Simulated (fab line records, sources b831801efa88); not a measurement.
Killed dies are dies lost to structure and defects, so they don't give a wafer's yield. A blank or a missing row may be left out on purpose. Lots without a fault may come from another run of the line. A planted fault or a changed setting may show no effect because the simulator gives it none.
fab line records | flow sky130
record lots=24 wafers=72 last_day=50
route steps=708 shown VIA1@478 METAL2@501 METAL3@535 CAPM@537 VIA3@585 PAD_OPEN@707
lots that met no fault: from a run of the same line without faults
start_h: hours from the record's first day to the start of the lot's first wafer shown | wait_h: hours since the lot's step before | " the same as in the row above | L1.1+2: a row that stands for several wafers | - no value, or no start given | * or withheld: withheld | < > ~ a bound
route shown NAME@n: a module of which the file shows steps, and the number in the route of the first | usual: mean/standard deviation of fault-free wafers | same: alike in all rows | chamber/n: place in a boat | sites: the reading at each site | _std_site: their standard deviation | _edge_site: outer sites' mean less inner sites' | radius_mm: how far each site lies from the wafer's centre | mask NAME#n: copy n | behind: the tool/chamber that last shaped the wafer | hold: why the lot was held/for how many hours/how that ended | device: the transistor (n, p or np) that didn't switch | end of line: the same wafers' tests at the end of the route | a step without rows: its recipe alone | killed: dies lost to structure and defects at the first sort, not the wafer's yield | map: a wafer's dies, x killed, . not, _ none there
set.NAME: the setting as run; set.NAME@STEP: as run at that earlier step | model.NAME: the simulator's own value behind a step, which no gauge read
steps of the route over a sample of lots; a table a step, a row a wafer
services: from which hour (start_h, from the record's first day; less than 0 if before it) a tool's chamber was out of use, for how many hours, and why
## steps
# step SKY_VIA1_SPUTTER_20
# recipe material=TiN target_thk_nm=20 chamber_pressure_pa=5 power_w=4000 time_s=80
# usual chamber_pressure_pa=5.000/0.012 throttle_valve_pct=29.9/1.2
# columns lot.wafer tool chamber start_h wait_h chamber_pressure_pa throttle_valve_pct
L074.1 pvd_sputter-02 - 810.46 0.0 5.014 29.1
L074.3 " - " " 5.009 28.5
L074.5 " - " " 5.004 29.5
L075.1 pvd_sputter-04 - 811.12 0.0 4.992 31.0
L075.3 " - " " 4.998 30.0
L075.5 " - " " 5.012 28.9
L076.2 pvd_sputter-01 - 834.56 0.0 4.997 30.2
L076.4 " - " " 5.002 28.1
L076.5 " - " " 5.006 30.7
L077.1 pvd_sputter-01 - 835.66 0.0 5.010 30.4
L077.4 " - " " 5.001 30.5
L077.6 " - " " 5.002 30.2
L078.2 pvd_sputter-02 - 841.34 0.0 5.011 29.3
L078.3 " - " " 5.024 29.1
L078.4 " - " " 4.977 31.5
L079.2 pvd_sputter-04 - 845.97 0.0 4.977 28.8
L079.3 " - " " 4.995 30.6
L079.5 " - " " 4.993 30.8
L082.2 pvd_sputter-04 - 853.81 0.0 5.000 30.5
L082.3 " - " " 4.990 29.1
L082.4 " - " " 4.997 31.2
L080.3 pvd_sputter-02 - 854.76 0.0 5.017 28.2
L080.5 " - " " 4.982 29.3
L080.6 " - " " 4.999 31.9
L081.1 pvd_sputter-02 - 856.72 0.0 5.021 28.5
L081.3 " - " " 5.005 31.7
L081.4 " - " " 5.010 29.4
L083.3 pvd_sputter-04 - 859.41 0.0 5.031 30.9
L083.4 " - " " 4.992 31.0
L083.6 " - " " 5.011 31.1
L084.1 pvd_sputter-02 - 872.03 0.0 5.022 31.8
L084.2 " - " " 4.993 29.4
L084.5 " - " " 5.000 27.8
L086.2 pvd_sputter-02 - 882.06 0.0 4.989 32.1
L086.3 " - " " 5.015 29.4
L086.5 " - " " 4.998 29.4
L085.1 pvd_sputter-02 - 885.93 0.0 4.995 28.5
L085.3 " - " " 4.993 29.2
L085.6 " - " " 5.002 29.5
L087.1 pvd_sputter-01 - 888.51 0.0 5.009 30.2
L087.2 " - " " 4.988 28.0
L087.4 " - " " 4.988 30.6
L088.3 pvd_sputter-01 - 899.49 0.0 4.994 30.2
L088.5 " - " " 4.984 29.9
L088.6 " - " " 4.973 30.3
L089.1 pvd_sputter-04 - 925.86 0.0 4.989 29.9
L089.2 " - " " 5.005 30.6
L089.4 " - " " 4.999 30.8
L091.3 pvd_sputter-02 - 927.18 0.0 5.003 31.7
L091.5 " - " " 4.979 29.5
L091.6 " - " " 5.003 28.1
L090.1 pvd_sputter-01 - 927.76 0.0 4.999 30.4
L090.3 " - " " 4.995 30.5
L090.6 " - " " 4.976 30.4
L092.2 pvd_sputter-01 - 929.38 0.0 4.987 30.3
L092.3 " - " " 5.012 30.3
L092.6 " - " " 5.018 30.3
L093.2 pvd_sputter-02 - 935.51 0.0 4.992 29.0
L093.4 " - " " 5.011 28.0
L093.6 " - " " 5.003 31.8
L094.2 pvd_sputter-02 - 946.16 0.0 5.000 28.1
L094.3 " - " " 4.984 31.6
L094.4 " - " " 5.020 29.4
L095.2 pvd_sputter-02 - 951.76 0.0 5.001 31.9
L095.4 " - " " 5.002 29.2
L095.5 " - " " 5.009 31.8
L096.1 pvd_sputter-02 - 956.80 0.0 4.990 29.3
L096.5 " - " " 5.013 28.1
L096.6 " - " " 4.995 29.6
L097.2 pvd_sputter-04 - 958.86 0.0 5.011 30.1
L097.5 " - " " 5.011 29.9
L097.6 " - " " 5.004 30.8
# step SKY_METAL2_ETCH_18
# recipe chemistry=N2/H2 target=BARC ion_energy_ev=200 bias_w=100 pressure_mtorr=30 n2_flow_sccm=100 h2_flow_sccm=200 icp_w=500 stop_on=SiO2 time_s=45.9 target_depth_a=600
# usual drypump_motor_current_A=5.3/0.39 oes_product_au=0.856/0.0048 throttle_valve_pct=13.225/0.0086
# columns lot.wafer tool chamber start_h wait_h drypump_motor_current_A oes_product_au rf_hours_counter_h throttle_valve_pct
L074.1 rie_metal-02 0 838.36 0.0 4.8 0.859 17 13.225
L074.3 " 0 " " 4.8 0.860 - 13.218
L074.5 " 1 " " 5.9 0.856 - 13.222
L075.1 rie_metal-04 0 838.61 0.0 5.7 0.852 1 13.227
L075.3 " 0 " " 5.6 0.851 - 13.233
L075.5 " 1 " " 5.5 0.854 - 13.235
L076.2 rie_metal-01 1 860.90 0.0 5.0 0.853 16 13.215
L076.4 " 1 " " 5.0 0.856 - 13.222
L076.5 " 0 " " 4.9 0.856 - 13.220
L077.1 rie_metal-04 0 861.86 0.0 5.6 0.859 2 13.215
L077.4 " 1 " " 5.5 0.849 - 13.241
L077.6 " 1 " " 5.6 0.857 - 13.222
L078.2 rie_metal-04 0 868.06 0.0 5.6 0.866 2 13.230
L078.3 " 0 " " 5.7 0.862 - 13.229
L078.4 " 1 " " 5.5 0.853 - 13.240
L079.2 rie_metal-01 0 872.85 0.0 4.9 0.862 7 13.221
L079.3 " 0 " " 4.9 0.860 - 13.220
L079.5 " 0 " " 4.9 0.860 - 13.228
L082.2 rie_metal-04 1 880.55 0.0 5.6 0.854 16 13.224
L082.3 " 0 " " 5.6 0.862 - 13.220
L082.4 " 1 " " 5.5 0.852 - 13.238
L080.3 rie_metal-01 0 881.73 0.0 4.9 0.863 - 13.223
L080.5 " 0 " " 4.9 0.860 - 13.231
L080.6 " 1 " " 5.1 0.859 - 13.211
L081.1 rie_metal-01 1 884.81 0.0 5.0 0.851 17 13.229
L081.3 " 1 " " 5.1 0.854 - 13.218
L081.4 " 0 " " 4.9 0.864 - 13.223
L083.3 rie_metal-01 0 886.33 0.0 4.9 0.856 - 13.215
L083.4 " 1 " " 5.0 0.860 - 13.223
L083.6 " 0 " " 4.9 0.851 - 13.238
L084.1 rie_metal-01 1 898.75 0.0 5.0 0.858 17 13.200
L084.2 " 0 " " 4.9 0.860 8 13.214
L084.5 " 1 " " 5.0 0.856 - 13.217
L086.2 rie_metal-01 0 908.41 0.0 4.9 0.858 9 13.227
L086.3 " 0 " " 4.9 0.855 - 13.221
L086.5 " 0 " " 4.9 0.845 - 13.215
L085.1 rie_metal-02 1 912.96 0.0 5.9 0.853 14 13.226
L085.3 " 1 " " 6.0 0.845 - 13.231
L085.6 " 1 " " 6.0 0.849 - 13.207
L087.1 rie_metal-01 0 914.66 0.0 4.9 0.855 9 13.213
L087.2 " 1 " " 5.0 0.855 18 13.224
L087.4 " 1 " " 5.0 0.850 - 13.236
L088.3 rie_metal-02 1 924.88 0.0 5.9 0.853 - 13.219
L088.5 " 0 " " 4.8 0.853 - 13.229
L088.6 " 1 " " 5.9 0.869 - 13.231
L089.1 rie_metal-04 1 950.75 0.0 5.5 0.855 19 13.221
L089.2 " 0 " " 5.7 0.858 5 13.229
L089.4 " 1 " " 5.5 0.863 - 13.226
L091.3 rie_metal-01 0 951.78 0.1 4.9 0.851 - 13.238
L091.5 " 0 " " 4.9 0.857 - 13.226
L091.6 " 0 " " 4.9 0.866 - 13.232
L090.1 rie_metal-02 0 952.71 0.0 4.8 0.851 3 13.231
L090.3 " 0 " " 4.8 0.857 - 13.232
L090.6 " 1 " " 5.9 0.848 - 13.232
L092.2 rie_metal-04 0 953.75 0.0 5.7 0.853 5 13.211
L092.3 " 1 " " 5.5 0.860 - 13.220
L092.6 " 0 " " 5.6 0.851 - 13.233
L093.2 rie_metal-04 1 960.15 0.0 5.5 0.857 20 13.198
L093.4 " 1 " " 5.5 0.862 - 13.231
L093.6 " 0 " " 5.6 0.851 - 13.232
L094.2 rie_metal-01 1 970.93 0.0 5.0 0.856 1 13.226
L094.3 " 0 " " 4.9 0.852 - 13.215
L094.4 " 1 " " 5.1 0.856 - 13.225
L095.2 rie_metal-01 1 978.70 0.0 5.0 0.852 1 13.228
L095.4 " 0 " " 4.9 0.859 - 13.220
L095.5 " 1 " " 5.0 0.858 - 13.235
L096.1 rie_metal-02 0 982.35 0.0 4.8 0.856 5 13.217
L096.5 " 1 " " 5.9 0.855 - 13.237
L096.6 " 0 " " 4.8 0.848 - 13.222
L097.2 rie_metal-04 0 984.21 0.1 5.6 0.854 - 13.227
L097.5 " 0 " " 5.7 0.854 - 13.226
L097.6 " 0 " " 5.7 0.855 - 13.224
# step SKY_METAL3_SPUTTER_03
# recipe material=Ti target_thk_nm=5 power_w=3000 time_s=3.3 chamber_pressure_pa=0.4
# usual chamber_pressure_pa=0.4000/0.00076 throttle_valve_pct=30.0/1.2
# columns lot.wafer tool chamber start_h wait_h chamber_pressure_pa throttle_valve_pct
L074.1 pvd_sputter-03 - 865.98 0.0 0.3989 30.0
L074.3 " - " " 0.4003 31.3
L074.5 " - " " 0.3985 31.8
L075.1 pvd_sputter-02 - 866.28 0.0 0.3995 29.5
L075.3 " - " " 0.4003 31.8
L075.5 " - " " 0.3985 29.2
L076.2 pvd_sputter-02 - 890.89 0.0 0.3998 29.3
L076.4 " - " " 0.4000 31.9
L076.5 " - " " 0.4003 29.5
L077.1 pvd_sputter-03 - 891.59 0.0 0.3995 32.1
L077.4 " - " " 0.4003 30.1
L077.6 " - " " 0.3995 30.3
L078.2 pvd_sputter-02 - 896.70 0.0 0.3999 29.6
L078.3 " - " " 0.3987 28.1
L078.4 " - " " 0.3990 29.3
L079.2 pvd_sputter-02 - 900.86 0.0 0.3994 29.2
L079.3 " - " " 0.4004 27.9
L079.5 " - " " 0.4007 28.0
L082.2 pvd_sputter-01 - 909.08 0.0 0.3989 30.5
L082.3 " - " " 0.3999 30.1
L082.4 " - " " 0.4014 28.2
L080.3 pvd_sputter-01 - 910.22 0.0 0.4011 28.1
L080.5 " - " " 0.4003 27.9
L080.6 " - " " 0.3994 30.4
L081.1 pvd_sputter-01 - 914.08 0.0 0.4003 28.1
L081.3 " - " " 0.3996 30.5
L081.4 " - " " 0.4013 29.9
L083.3 pvd_sputter-03 - 915.27 0.0 0.3998 31.4
L083.4 " - " " 0.4004 30.3
L083.6 " - " " 0.3990 30.3
L084.1 pvd_sputter-03 - 926.33 0.0 0.3999 30.4
L084.2 " - " " 0.3998 30.3
L084.5 " - " " 0.3993 31.2
L086.2 pvd_sputter-01 - 935.64 0.0 0.3985 30.2
L086.3 " - " " 0.3996 30.5
L086.5 " - " " 0.3992 28.0
L085.1 pvd_sputter-01 - 938.93 0.0 0.4008 27.9
L085.3 " - " " 0.4002 30.6
L085.6 " - " " 0.3991 28.1
L087.1 pvd_sputter-02 - 941.80 0.0 0.4016 28.2
L087.2 " - " " 0.4000 31.9
L087.4 " - " " 0.3994 29.8
L088.3 pvd_sputter-03 - 951.50 0.0 0.3987 30.5
L088.5 " - " " 0.3995 30.2
L088.6 " - " " 0.4002 31.3
L089.1 pvd_sputter-01 - 977.68 0.0 0.4007 29.8
L089.2 " - " " 0.4004 30.5
L089.4 " - " " 0.4004 30.7
L091.3 pvd_sputter-01 - 978.28 0.0 0.4010 30.7
L091.5 " - " " 0.4000 30.2
L091.6 " - " " 0.3987 30.6
L090.1 pvd_sputter-02 - 978.73 0.0 0.3997 28.0
L090.3 " - " " 0.4001 31.8
L090.6 " - " " 0.4008 28.1
L092.2 pvd_sputter-02 - 979.33 0.0 0.4002 28.2
L092.3 " - " " 0.4008 29.1
L092.6 " - " " 0.4017 29.3
L093.2 pvd_sputter-03 - 987.49 0.0 0.4000 31.4
L093.4 " - " " 0.4003 31.0
L093.6 " - " " 0.4001 30.6
L094.2 pvd_sputter-02 - 997.77 0.0 0.4000 27.9
L094.3 " - " " 0.4003 29.1
L094.4 " - " " 0.4004 31.6
L095.2 pvd_sputter-01 - 1006.36 0.0 0.4000 30.5
L095.4 " - " " 0.4019 28.0
L095.5 " - " " 0.3995 30.5
L096.1 pvd_sputter-02 - 1008.33 0.0 0.3993 31.8
L096.5 " - " " 0.4013 29.3
L096.6 " - " " 0.4000 31.7
L097.2 pvd_sputter-02 - 1010.18 0.0 0.3990 29.2
L097.5 " - " " 0.3994 31.7
L097.6 " - " " 0.3997 29.3
# step SKY_CAPM_CVD_00
# recipe material=SiO2 target_thk_nm=15.5 temp_c=400 time_s=withheld rf_w=450
# usual heater_power_w=688/86
# columns lot.wafer tool chamber start_h wait_h heater_power_w
L074.1 pecvd-04 2 866.04 0.0 520
L074.3 " 0 " " 634
L074.5 " 0 " " 611
L075.1 pecvd-02 2 866.34 0.0 819
L075.3 " 1 " " 700
L075.5 " 0 " " 722
L076.2 pecvd-03 2 890.96 0.0 800
L076.4 " 0 " " 743
L076.5 " 2 " " 795
L077.1 pecvd-04 0 891.66 0.0 674
L077.4 " 1 " " 771
L077.6 " 2 " " 667
L078.2 pecvd-04 2 896.77 0.0 544
L078.3 " 0 " " 622
L078.4 " 1 " " 769
L079.2 pecvd-03 1 900.93 0.0 559
L079.3 " 2 " " 781
L079.5 " 2 " " 783
L082.2 pecvd-02 0 909.15 0.0 651
L082.3 " 2 " " 728
L082.4 " 2 " " 728
L080.3 pecvd-03 2 910.28 0.0 867
L080.5 " 2 " " 871
L080.6 " 0 " " 697
L081.1 pecvd-03 0 914.15 0.0 608
L081.3 " 1 " " 660
L081.4 " 1 " " 643
L083.3 pecvd-04 2 915.34 0.0 615
L083.4 " 0 " " 647
L083.6 " 1 " " 702
L084.1 pecvd-03 0 926.39 0.0 728
L084.2 " 2 " " 785
L084.5 " 2 " " 793
L086.2 pecvd-02 2 935.71 0.0 806
L086.3 " 0 " " 646
L086.5 " 0 " " 636
L085.1 pecvd-04 1 938.99 0.0 779
L085.3 " 2 " " 613
L085.6 " 2 " " 610
L087.1 pecvd-02 0 941.87 0.0 675
L087.2 " 1 " " 741
L087.4 " 0 " " 698
L088.3 pecvd-04 0 951.57 0.0 564
L088.5 " 0 " " 582
L088.6 " 2 " " 538
L089.1 pecvd-04 2 977.75 0.0 596
L089.2 " 0 " " 591
L089.4 " 2 " " 600
L091.3 pecvd-03 1 978.35 0.0 624
L091.5 " 1 " " 645
L091.6 " 0 " " 733
L090.1 pecvd-02 0 978.80 0.0 708
L090.3 " 1 " " 659
L090.6 " 0 " " 738
L092.2 pecvd-04 1 979.40 0.0 703
L092.3 " 2 " " 651
L092.6 " 0 " " 531
L093.2 pecvd-03 1 987.56 0.0 595
L093.4 " 2 " " 848
L093.6 " 0 " " 735
L094.2 pecvd-03 2 997.84 0.0 917
L094.3 " 1 " " 618
L094.4 " 0 " " 712
L095.2 pecvd-04 2 1006.42 0.0 627
L095.4 " 2 " " 640
L095.5 " 1 " " 677
L096.1 pecvd-04 0 1008.39 0.0 642
L096.5 " 1 " " 671
L096.6 " 0 " " 639
L097.2 pecvd-03 1 1010.25 0.0 594
L097.5 " 1 " " 587
L097.6 " 2 " " 870
# step SKY_VIA3_CD_MEAS_12
# recipe target_cd_nm=200
# usual cd_nm=200.6/1.8
# columns lot.wafer tool chamber start_h wait_h cd_nm
L074.1 cd_sem-01 - 943.47 - 200.6
L074.3 " - " " 199.8
L074.5 " - " " 198.1
L075.1 cd_sem-01 - 944.08 - 200.7
L075.3 " - " " 200.3
L075.5 " - " " 200.5
L076.2 cd_sem-02 - 965.59 - 204.4
L076.4 " - " " 203.4
L076.5 " - " " 203.2
L077.1 cd_sem-02 - 967.42 - 202.7
L077.4 " - " " 204.9
L077.6 " - " " 201.6
L078.2 cd_sem-02 - 971.09 - 198.3
L078.3 " - " " 198.2
L078.4 " - " " 199.4
L079.2 cd_sem-02 - 975.60 - 201.1
L079.3 " - " " 201.4
L079.5 " - " " 202.0
L082.2 cd_sem-02 - 983.34 - 202.4
L082.3 " - " " 199.6
L082.4 " - " " 202.1
L080.3 cd_sem-02 - 984.66 - 198.7
L080.5 " - " " 199.7
L080.6 " - " " 201.1
L081.1 cd_sem-02 - 987.07 - 198.8
L081.3 " - " " 200.6
L081.4 " - " " 198.6
L083.3 cd_sem-02 - 989.22 - 198.2
L083.4 " - " " 199.2
L083.6 " - " " 198.3
L084.1 cd_sem-02 - 999.82 - 199.0
L084.2 " - " " 200.0
L084.5 " - " " 199.3
L086.2 cd_sem-02 - 1008.15 - 199.5
L086.3 " - " " 200.4
L086.5 " - " " 201.7
L085.1 cd_sem-02 - 1012.02 - 202.3
L085.3 " - " " 202.1
L085.6 " - " " 201.4
L087.1 cd_sem-02 - 1014.23 - 201.0
L087.2 " - " " 202.3
L087.4 " - " " 201.8
L088.3 cd_sem-02 - 1024.33 - 200.4
L088.5 " - " " 199.6
L088.6 " - " " 200.1
L089.1 cd_sem-02 - 1048.33 - 200.1
L089.2 " - " " 200.1
L089.4 " - " " 198.9
L091.3 cd_sem-02 - 1049.11 - 196.8
L091.5 " - " " 196.9
L091.6 " - " " 196.0
L090.1 cd_sem-02 - 1049.31 - 198.7
L090.3 " - " " 199.6
L090.6 " - " " 200.1
L092.2 cd_sem-02 - 1049.54 - 200.9
L092.3 " - " " 201.1
L092.6 " - " " 201.1
L093.2 cd_sem-02 - 1057.44 - 202.9
L093.4 " - " " 202.2
L093.6 " - " " 203.2
L094.2 cd_sem-02 - 1066.50 - 197.8
L094.3 " - " " 198.1
L094.4 " - " " 198.8
L095.2 cd_sem-02 - 1073.69 - 202.4
L095.4 " - " " 202.1
L095.5 " - " " 202.6
L096.1 cd_sem-02 - 1076.65 - 199.8
L096.5 " - " " 199.9
L096.6 " - " " 200.6
L097.2 cd_sem-02 - 1079.39 - 202.1
L097.5 " - " " 202.0
L097.6 " - " " 202.9
# step SKY_PAD_OPEN_BOW_MEAS_13
# recipe mode=bow
# usual PAD_OPEN_BOW=44/9.2
# columns lot.wafer tool chamber start_h wait_h PAD_OPEN_BOW[um]
L074.1 film_metro-04 - 1087.95 - 51
L074.3 " - " " 38
L074.5 " - " " 44
L075.1 film_metro-01 - 1088.78 - 40
L075.3 " - " " 51
L075.5 " - " " 40
L076.2 film_metro-03 - 1104.91 - 54
L076.4 " - " " 54
L076.5 " - " " 57
L077.1 film_metro-01 - 1107.18 - 48
L077.4 " - " " 54
L077.6 " - " " 50
L078.2 film_metro-01 - 1112.60 - 37
L078.3 " - " " 32
L078.4 " - " " 30
L079.2 film_metro-01 - 1114.10 - 37
L079.3 " - " " 42
L079.5 " - " " 39
L082.2 film_metro-04 - 1122.30 - 46
L082.3 " - " " 35
L082.4 " - " " 34
L080.3 film_metro-03 - 1123.76 - 57
L080.5 " - " " 41
L080.6 " - " " 58
L081.1 film_metro-04 - 1125.22 - 45
L081.3 " - " " 40
L081.4 " - " " 45
L083.3 film_metro-04 - 1125.87 - 47
L083.4 " - " " 50
L083.6 " - " " 45
L084.1 film_metro-01 - 1134.92 - 57
L084.2 " - " " 50
L084.5 " - " " 48
L086.2 film_metro-03 - 1142.64 - 46
L086.3 " - " " 47
L086.5 " - " " 35
L085.1 film_metro-01 - 1144.22 - 32
L085.3 " - " " 47
L085.6 " - " " 41
L087.1 film_metro-04 - 1147.47 - 45
L087.2 " - " " 49
L087.4 " - " " 56
L088.3 film_metro-03 - 1154.92 - 38
L088.5 " - " " 47
L088.6 " - " " 44
L089.1 film_metro-01 - 1175.02 - 40
L089.2 " - " " 37
L089.4 " - " " 43
L091.3 film_metro-04 - 1175.76 - 42
L091.5 " - " " 45
L091.6 " - " " 60
L092.2 film_metro-03 - 1176.54 - 36
L092.3 " - " " 48
L092.6 " - " " 52
L090.1 film_metro-04 - 1177.22 - 27
L090.3 " - " " 40
L090.6 " - " " 36
L093.2 film_metro-01 - 1182.55 - 24
L093.4 " - " " 30
L093.6 " - " " 37
L094.2 film_metro-03 - 1190.29 - 44
L094.3 " - " " 37
L094.4 " - " " 44
L095.2 film_metro-04 - 1193.10 - 31
L095.4 " - " " 44
L095.5 " - " " 34
L096.1 film_metro-03 - 1197.18 - 47
L096.5 " - " " 61
L096.6 " - " " 47
L097.2 film_metro-01 - 1198.55 - 50
L097.5 " - " " 50
L097.6 " - " " 64
## services
# columns tool chamber start_h hours kind
pecvd-02 2 806.60 6.8 repair
pvd_sputter-04 - 813.47 4.0 repair
pvd_sputter-03 - 820.28 5.5 repair
rie_metal-02 - 822.72 2.8 pm
pecvd-02 - 822.83 2.8 pm
pecvd-04 0 842.56 15.4 repair
rie_metal-02 1 858.04 4.1 repair
pecvd-04 - 861.13 3.8 repair
rie_metal-04 0 874.93 1.7 repair
rie_metal-04 0 893.58 5.1 repair
pecvd-02 - 915.65 14.6 pm
rie_metal-02 - 940.59 1.0 repair
rie_metal-04 - 944.82 0.9 repair
rie_metal-02 1 947.69 1.9 repair
rie_metal-02 - 949.61 2.4 repair
rie_metal-02 - 950.11 0.3 repair
pvd_sputter-01 - 965.81 3.5 repair
pecvd-02 - 969.65 0.4 repair
pvd_sputter-02 1 978.80 - consumable_replace:kit
pvd_sputter-02 1 978.80 18.0 scheduled_down
pvd_sputter-02 1 978.80 18.0 vent_cycle
pvd_sputter-02 - 982.20 5.8 repair
rie_metal-04 - 993.33 1.4 pm
pvd_sputter-04 - 1008.90 15.0 repair
## key
fault none
